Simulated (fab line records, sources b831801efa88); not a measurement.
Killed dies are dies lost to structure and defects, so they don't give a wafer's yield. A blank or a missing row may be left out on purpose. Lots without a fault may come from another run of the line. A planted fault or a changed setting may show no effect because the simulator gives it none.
Which tool did it? | flow gf180mcu | 13 lots, 39 wafers sampled, at 4 steps of a route of 602

WHAT THE GAUGES READ, wafer by wafer
GF_V3_THK_MEAS_01.
lot  | measured     | on            | V3_CVD_00_THK (nm)
L273 | day 22 05:44 | film_metro-01 | 610 597 602
L274 | day 22 10:43 | film_metro-03 | 598 602 598
L277 | day 23 04:54 | film_metro-03 | 594 606 597
L278 | day 23 18:07 | film_metro-03 | 607 599 599
L279 | day 23 22:38 | film_metro-03 | 598 603 601
L280 | day 24 14:20 | film_metro-01 | 592 597 590
L284 | day 25 20:16 | film_metro-01 | 603 611 612
L288 | day 27 12:37 | film_metro-01 | 605 607 593
L291 | day 28 06:02 | film_metro-02 | 579 593 590
L292 | day 28 09:26 | film_metro-02 | 592 598 604
L293 | day 28 08:31 | film_metro-03 | 587 598 605
L294 | day 28 19:32 | film_metro-03 | 604 597 599
L295 | day 29 03:51 | film_metro-03 | 580 595 584

GF_V3_OVL_MEAS_15.
lot  | measured     | on         | V3_OVL (nm)
L273 | day 23 04:47 | overlay-02 | -2 -3 3
L274 | day 23 10:17 | overlay-02 | -15 -8 -2
L277 | day 24 04:01 | overlay-01 | -3 -6 -5
L278 | day 24 17:11 | overlay-01 | -6 -4 -6
L279 | day 24 21:22 | overlay-01 | -7 -9 -10
L280 | day 25 12:34 | overlay-02 | -8 -2 -10
L284 | day 26 17:07 | overlay-02 | -7 -3 -11
L288 | day 28 08:55 | overlay-01 | -2 -5 3
L291 | day 29 01:40 | overlay-02 | 1 5 -4
L292 | day 29 05:22 | overlay-01 | -1 -2 3
L293 | day 29 04:37 | overlay-01 | 7 8 6
L294 | day 29 15:34 | overlay-01 | -2 9 -9
L295 | day 29 23:14 | overlay-01 | 3 4 4

WHICH TOOL RAN EACH LOT (tool, then ch and the chambers of the sampled wafers, then the start)
lot  | GF_STI_WET_ETCH_26             | GF_M3_SPUTTER_03
L273 | wet_bench-04 ch 0, day 2 09:59 | pvd_sputter-02, day 20 23:08
L274 | wet_bench-04 ch 2, day 2 13:58 | pvd_sputter-02, day 21 10:42
L277 | wet_bench-04 ch 0, day 3 07:17 | pvd_sputter-02, day 22 05:34
L278 | wet_bench-01 ch 2, day 3 10:27 | pvd_sputter-02, day 22 18:07
L279 | wet_bench-03 ch 2, day 3 15:42 | pvd_sputter-02, day 22 23:19
L280 | wet_bench-04 ch 0, day 3 22:07 | pvd_sputter-03, day 23 15:09
L284 | wet_bench-03 ch 1, day 4 17:20 | pvd_sputter-03, day 24 21:58
L288 | wet_bench-04 ch 0, day 5 19:13 | pvd_sputter-02, day 26 14:43
L291 | wet_bench-04 ch 2, day 6 11:29 | pvd_sputter-03, day 27 08:55
L292 | wet_bench-01 ch 3, day 6 17:51 | pvd_sputter-02, day 27 12:55
L293 | wet_bench-01 ch 0, day 6 17:51 | pvd_sputter-03, day 27 10:59
L294 | wet_bench-01 ch 2, day 7 01:27 | pvd_sputter-03, day 27 23:37
L295 | wet_bench-04 ch 1, day 7 05:24 | pvd_sputter-02, day 28 07:55
- GF_STI_WET_ETCH_26: etches SiO2 in dHF, target depth 94 nm, time 188 s.
- GF_M3_SPUTTER_03: material Ti, target thk 10 nm, time 6.7 s.

WHAT THE TOOLS THEMSELVES READ (means of the sampled wafers that have a number; where no wafer has one, the mark that the record gives instead)
GF_STI_WET_ETCH_26.
lot  | tool         | bath_heat_duty_pct (%) | temp_c (C)
L273 | wet_bench-04 | 6.6                    | 25.00
L274 | wet_bench-04 | 5.7                    | 24.83
L277 | wet_bench-04 | 6.5                    | 24.89
L278 | wet_bench-01 | 6.5                    | 25.05
L279 | wet_bench-03 | 5.4                    | 25.05
L280 | wet_bench-04 | 6.0                    | 25.00
L284 | wet_bench-03 | 6.6                    | 24.88
L288 | wet_bench-04 | 14.1                   | 30.46
L291 | wet_bench-04 | 5.5                    | 25.07
L292 | wet_bench-01 | 6.6                    | 25.01
L293 | wet_bench-01 | 7.0                    | 24.97
L294 | wet_bench-01 | 6.6                    | 24.99
L295 | wet_bench-04 | 6.3                    | 24.96

GF_M3_SPUTTER_03.
lot  | tool           | cathode_dc_power_W (W) | throttle_valve_pct (%)
L273 | pvd_sputter-02 | 3000.0                 | 29.6
L274 | pvd_sputter-02 | 3000.0                 | 30.3
L277 | pvd_sputter-02 | 2999.8                 | 30.2
L278 | pvd_sputter-02 | 2999.9                 | 30.4
L279 | pvd_sputter-02 | 2999.7                 | 29.7
L280 | pvd_sputter-03 | 3000.2                 | 29.4
L284 | pvd_sputter-03 | 2999.8                 | 29.3
L288 | pvd_sputter-02 | 3000.5                 | 29.8
L291 | pvd_sputter-03 | 3000.0                 | 29.9
L292 | pvd_sputter-02 | 2999.8                 | 29.4
L293 | pvd_sputter-03 | 2999.6                 | 28.9
L294 | pvd_sputter-03 | 3000.1                 | 29.4
L295 | pvd_sputter-02 | 2999.7                 | 29.5

THE ANSWER, worked out from the rows above alone
Rule: what is usual is taken from the lots themselves. Put in order of their means at a reading, lots are off if they are a third of the lots or fewer, leave a main group of 4 or more, and stand apart from it by a gap of 3 or more times the standard deviation of the main group's means; of several such gaps the widest counts. A main group whose means are all the same, to the digits that the tables above print for the reading, isn't used. A lot without any number at a reading at which 4 lots or more have one is off too. The other lots that the step has rows for count as sound. The gauges are gone through in route order, then the tools' own readings, and for those a lot's mean is taken as printed above. The first step at which some lot is off is used, and at that step the reading that is off furthest; a lot without a number counts as furthest.
Off: L288, at GF_STI_WET_ETCH_26 (temp_c). The main group: mean 24.98 C, standard deviation 0.071.
A tool fits if, at that step or a process step before it, it ran every lot that is off, and no sound lot after the first of them. None of those tried fits.

WHAT THE SIMULATOR HAD PUT IN
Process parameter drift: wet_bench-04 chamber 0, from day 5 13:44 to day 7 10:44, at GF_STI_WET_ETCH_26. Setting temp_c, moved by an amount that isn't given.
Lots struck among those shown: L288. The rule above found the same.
